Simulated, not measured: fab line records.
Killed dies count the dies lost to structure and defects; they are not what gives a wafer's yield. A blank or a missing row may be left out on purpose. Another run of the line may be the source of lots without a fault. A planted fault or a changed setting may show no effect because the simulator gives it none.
A struck lot beside a sound one | flow sky130 | 18 out of 708 route steps
Sound: these wafers, L171.1, L171.3, L171.6. Struck: wafers L163.3, L163.5 (left out: L163.1, a lot-mate that was not struck); the cause follows at the end.
Order at every step that has rows: each side's tool, ch and its chambers, its first start. Under that, the readings that differ: sound wafers | struck wafers | difference of the means | sigmas: that difference in standard deviations of wafers without a fault.
alike: same words and numbers on both sides, and readings whose means sit less than 2 such deviations apart. not compared: any withheld reading, any reading some wafer has no value for, any bound like >300 that may hide the same value, and any number with overlapping values for which the record gives no deviation.
Wherever a step has rows on one side only, a row that says differs or no value, or a row with sigmas, the two part there. Numbers that have no deviation but don't overlap get no sigmas and don't part them. A reading that every wafer of one side lacks parts them only if that side has two wafers or more.

first, 3 steps without rows for these wafers: SKY_VIA2_EXPOSE_09 (exposes mask VIM2, target cd 200 nm); SKY_VIA2_PEB_10; SKY_VIA2_DEVELOP_11 (develop time 60 s).
SKY_VIA2_CD_MEAS_12: the cd target is 200 nm.
  sound: cd_sem-01 at day 40 13:25; struck: cd_sem-02 at day 38 10:10
  alike: cd_nm
SKY_VIA2_OVL_MEAS_13:
  sound: overlay-01 at day 40 13:32; struck: overlay-02 at day 38 10:17
  alike: VIA2_OVL
SKY_VIA2_ETCH_14: etches BARC in N2/H2, stops on SiO2, time 45.9 s, target depth 60 nm.
  sound on rie_diel-04 ch 2,3, day 40 13:34; struck on rie_diel-04 ch 1,2, day 38 10:19
  alike: drypump_motor_current_A, h2_flow_sccm, oes_product_au, throttle_valve_pct
  not compared: rf_hours_counter_h
SKY_VIA2_ETCH_15: etches SiO2 in C4F8/O2/Ar, stops on TiN, target depth 546 nm, time 84 s.
  sound on rie_diel-04 ch 2,3, day 40 13:37; struck on rie_diel-04 ch 1,2, day 38 10:22
  alike: oes_product_au
  not compared: rf_hours_counter_h
SKY_VIA2_STRIP_16: strips in O2/N2.
  sound on plasma_asher-02 ch 1, day 40 13:40; struck on plasma_asher-03 ch 0, day 38 10:25
  alike: drypump_motor_current_A, oes_product_au, strip_time_to_endpoint_s
  not compared: rf_hours_counter_h
then, 3 steps without rows for these wafers: SKY_VIA2_STRIP_17 (strips in post etch residue remover, time 1200 s); SKY_VIA2_CLEAN_18 (cleans in IPA, time 180 s); SKY_VIA2_CLEAN_19 (cleans in O3/DIW).
SKY_VIA2_SPUTTER_20: material TiN, target thk 20 nm, time 80 s.
  sound: pvd_sputter-02 at day 40 14:16; struck: pvd_sputter-01 at day 38 11:01
  alike: chamber_pressure_pa, throttle_valve_pct
SKY_VIA2_CVD_21: deposits W, target thk 420 nm, time 126.4 s.
  sound on cvd_w-02 ch 0,1, day 40 14:20; struck on cvd_w-01 ch 1, day 38 11:05
  reading                            | sound         | struck      | difference | sigmas
  model.W_of_VIA2_CVD_21.thk_nm (nm) | 416 414.8 417 | 163.1 163.3 | -252.7     |
  alike: heater_power_w
SKY_VIA2_RS_MEAS_22: a four-point-probe measurement.
  sound: film_metro-04 at day 40 14:28; struck: film_metro-04 at day 38 11:13
  reading            | sound             | struck      | difference | sigmas
  VIA2_W_RS (ohm/sq) | 0.275 0.276 0.274 | 0.713 0.711 | +0.437     | +99 or more
SKY_VIA2_THK_MEAS_23: measures by xrf.
  sound: film_metro-04 at day 40 14:35; struck: film_metro-04 at day 38 11:20
  reading         | sound       | struck  | difference | sigmas
  VIA2_W_THK (nm) | 418 411 417 | 162 162 | -253       | -37
SKY_VIA2_CMP_24: polishes, stops on SiO2, t overpolish 20 s, target thk 0 nm.
  sound on cmp-02 ch 1,2,3, day 40 14:41; struck on cmp-02 ch 0,1, day 38 11:23
  reading                | sound      | struck | difference | sigmas
  time_to_endpoint_s (s) | 105 106 97 | 44 45  | -58        | -10
  alike: motor_current_A
SKY_METAL3_SPUTTER_00: material Ti, target thk 15 nm, time 10 s.
  sound: pvd_sputter-01 at day 40 14:56; struck: pvd_sputter-03 at day 38 11:41
  alike: chamber_pressure_pa, throttle_valve_pct
next, for these wafers, 1 step has no rows: SKY_PAD_OPEN_PROBE_99.

== WHERE THEY PART ==
First at SKY_VIA2_RS_MEAS_22; last, within this record, at SKY_VIA2_CMP_24. Later steps at which nothing parts them and some readings are alike: SKY_METAL3_SPUTTER_00.

WHY: what the simulator had put in
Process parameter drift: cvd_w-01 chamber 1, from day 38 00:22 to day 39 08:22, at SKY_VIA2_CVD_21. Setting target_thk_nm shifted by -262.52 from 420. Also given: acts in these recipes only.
